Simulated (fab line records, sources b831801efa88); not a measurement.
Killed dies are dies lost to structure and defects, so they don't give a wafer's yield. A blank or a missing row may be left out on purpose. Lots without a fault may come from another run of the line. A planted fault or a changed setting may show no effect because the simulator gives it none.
Which tool did it? | flow gf180mcu | 11 lots, 33 wafers sampled, at 5 steps of a route of 602

WHAT THE GAUGES READ, wafer by wafer
GF_V2_RS_MEAS_24: measures by four-point-probe. Usual: V2_W_RS 0.3280 ohm/sq, standard deviation 0.003.
lot  | measured     | on            | V2_W_RS (ohm/sq)     | flag
L421 | day 20 10:03 | film_metro-04 | 0.3293 0.3292 0.3240 |
L422 | day 20 22:08 | film_metro-01 | 0.3257 0.3267 0.3275 |
L426 | day 22 05:59 | film_metro-01 | 0.3279 0.3269 0.3736 | OFF
L427 | day 22 20:06 | film_metro-03 | 0.3297 0.3680 0.3713 | OFF
L438 | day 26 06:18 | film_metro-04 | 0.3279 0.3300 0.3326 |
L439 | day 26 13:03 | film_metro-04 | 0.3275 0.3296 0.3334 |
L440 | day 27 03:40 | film_metro-04 | 0.3258 0.3283 0.3282 |
L441 | day 27 09:08 | film_metro-04 | 0.3315 0.3331 0.3300 |
L442 | day 27 12:47 | film_metro-01 | 0.3271 0.3292 0.3242 |
L443 | day 27 14:28 | film_metro-01 | 0.3249 0.3279 0.3294 |
L444 | day 28 01:48 | film_metro-03 | 0.3246 0.3251 0.3285 |

GF_V2_THK_MEAS_25: measures by xrf. Usual: V2_W_THK 347 nm, standard deviation 6.6.
lot  | measured     | on            | V2_W_THK (nm) | flag
L421 | day 20 10:10 | film_metro-04 | 338 340 345   |
L422 | day 20 22:16 | film_metro-01 | 356 354 352   |
L426 | day 22 06:07 | film_metro-01 | 351 351 311   |
L427 | day 22 20:13 | film_metro-03 | 343 308 303   | OFF
L438 | day 26 06:24 | film_metro-04 | 339 339 336   |
L439 | day 26 13:10 | film_metro-04 | 340 337 334   |
L440 | day 27 03:47 | film_metro-04 | 346 341 343   |
L441 | day 27 09:16 | film_metro-04 | 340 339 341   |
L442 | day 27 12:54 | film_metro-01 | 352 349 356   |
L443 | day 27 14:35 | film_metro-01 | 355 352 350   |
L444 | day 28 01:55 | film_metro-03 | 346 347 342   |

WHICH TOOL RAN EACH LOT (tool, then ch and the chambers of the sampled wafers, then the start)
lot  | GF_V2_ETCH_16                      | GF_V2_ETCH_17                                 | GF_V2_CVD_23
L421 | rie_diel-04 ch 2,3, day 20 09:09   | rie_diel-04 ch 2,3, day 20 09:55 or earlier   | cvd_w-01 ch 0,1, day 20 09:55
L422 | rie_diel-03 ch 0,2, day 20 21:16   | rie_diel-03 ch 0,2, day 20 22:01 or earlier   | cvd_w-02 ch 0,1, day 20 22:01
L426 | rie_diel-04 ch 1,3, day 22 05:07   | rie_diel-04 ch 1,3, day 22 05:52 or earlier   | cvd_w-02 ch 0,1, day 22 05:52
L427 | rie_diel-04 ch 0,1,3, day 22 18:53 | rie_diel-04 ch 0,1,3, day 22 19:59 or earlier | cvd_w-02 ch 0,1, day 22 19:59
L438 | rie_diel-01 ch 0,1,2, day 26 05:21 | rie_diel-01 ch 0,1,2, day 26 06:11 or earlier | cvd_w-01 ch 0,1, day 26 06:11
L439 | rie_diel-01 ch 1,3, day 26 12:11   | rie_diel-01 ch 1,3, day 26 12:56 or earlier   | cvd_w-02 ch 0,1, day 26 12:56
L440 | rie_diel-03 ch 2,3, day 27 02:46   | rie_diel-03 ch 2,3, day 27 03:34 or earlier   | cvd_w-02 ch 0,1, day 27 03:34
L441 | rie_diel-04 ch 0,2,3, day 27 08:14 | rie_diel-04 ch 0,2,3, day 27 09:00 or earlier | cvd_w-02 ch 0,1, day 27 09:00
L442 | rie_diel-03 ch 0,1,3, day 27 11:54 | rie_diel-03 ch 0,1,3, day 27 12:40 or earlier | cvd_w-01 ch 0,1, day 27 12:40
L443 | rie_diel-01 ch 1,2,3, day 27 13:34 | rie_diel-01 ch 1,2,3, day 27 14:21 or earlier | cvd_w-02 ch 0,1, day 27 14:21
L444 | rie_diel-04 ch 1,2,3, day 28 00:55 | rie_diel-04 ch 1,2,3, day 28 01:40 or earlier | cvd_w-01 ch 0,1, day 28 01:40
- GF_V2_ETCH_16: etches BARC in N2/H2.
- GF_V2_ETCH_17: etches SiO2 in C4F8/O2/Ar, stops on TiN, target depth 630 nm.
- GF_V2_CVD_23: deposits W, target thk 350 nm, time 104.94 s.

WHAT THE TOOLS THEMSELVES READ (means of the sampled wafers that have a number; where no wafer has one, the mark that the record gives instead)
GF_V2_ETCH_16. Usual: drypump_motor_current_A 5.6 A, standard deviation 0.51; oes_product_au 0.855 a.u., standard deviation 0.0044; throttle_valve_pct 13.224 %, standard deviation 0.01.
lot  | tool        | drypump_motor_current_A (A) | oes_product_au (a.u.) | throttle_valve_pct (%) | flag
L421 | rie_diel-04 | 6.4                         | 0.853                 | 13.225                 |
L422 | rie_diel-03 | 5.3                         | 0.859                 | 13.231                 |
L426 | rie_diel-04 | 6.0                         | 0.855                 | 13.234                 |
L427 | rie_diel-04 | 5.7                         | 0.855                 | 13.223                 |
L438 | rie_diel-01 | 5.4                         | 0.854                 | 13.219                 |
L439 | rie_diel-01 | 5.5                         | 0.854                 | 13.227                 |
L440 | rie_diel-03 | 5.0                         | 0.853                 | 13.221                 |
L441 | rie_diel-04 | 6.0                         | 0.851                 | 13.238                 |
L442 | rie_diel-03 | 5.4                         | 0.856                 | 13.227                 |
L443 | rie_diel-01 | 5.3                         | 0.858                 | 13.216                 |
L444 | rie_diel-04 | 6.2                         | 0.856                 | 13.224                 |

GF_V2_ETCH_17. Usual: oes_product_au 0.856 a.u., standard deviation 0.0052.
lot  | tool        | oes_product_au (a.u.) | flag
L421 | rie_diel-04 | 0.848                 |
L422 | rie_diel-03 | 0.856                 |
L426 | rie_diel-04 | 0.853                 |
L427 | rie_diel-04 | 0.855                 |
L438 | rie_diel-01 | 0.860                 |
L439 | rie_diel-01 | 0.856                 |
L440 | rie_diel-03 | 0.854                 |
L441 | rie_diel-04 | 0.859                 |
L442 | rie_diel-03 | 0.850                 |
L443 | rie_diel-01 | 0.860                 |
L444 | rie_diel-04 | 0.853                 |

GF_V2_CVD_23. Usual: heater_power_w 841 W, standard deviation 81.
lot  | tool     | heater_power_w (W) | flag
L421 | cvd_w-01 | 739                |
L422 | cvd_w-02 | 910                |
L426 | cvd_w-02 | 906                |
L427 | cvd_w-02 | 884                |
L438 | cvd_w-01 | 799                |
L439 | cvd_w-02 | 915                |
L440 | cvd_w-02 | 894                |
L441 | cvd_w-02 | 878                |
L442 | cvd_w-01 | 794                |
L443 | cvd_w-02 | 917                |
L444 | cvd_w-01 | 758                |

THE ANSWER, worked out from the rows above alone
Rule: a lot is off if the mean of its wafers that have a number lies more than 3 standard deviations from the usual mean. A lot without any number at a reading at which 4 lots or more have one is off too. The other lots that the step has rows for count as sound. The gauges are gone through in route order, then the tools' own readings, and for those a lot's mean is taken as printed above. The first step at which some lot is off is used, and at that step the reading that is off furthest; a lot without a number counts as furthest.
Off: L426, L427, at GF_V2_RS_MEAS_24 (V2_W_RS).
A tool fits if, at a process step before that reading, it ran every lot that is off, and no sound lot after the first of them. The gauges at GF_V2_RS_MEAS_24 are tried like those tools. GF_V2_ETCH_17 gives no start for some lots, so the hours and the order of its lots are those of GF_V2_CVD_23. None of those tried fits.

WHAT THE SIMULATOR HAD PUT IN
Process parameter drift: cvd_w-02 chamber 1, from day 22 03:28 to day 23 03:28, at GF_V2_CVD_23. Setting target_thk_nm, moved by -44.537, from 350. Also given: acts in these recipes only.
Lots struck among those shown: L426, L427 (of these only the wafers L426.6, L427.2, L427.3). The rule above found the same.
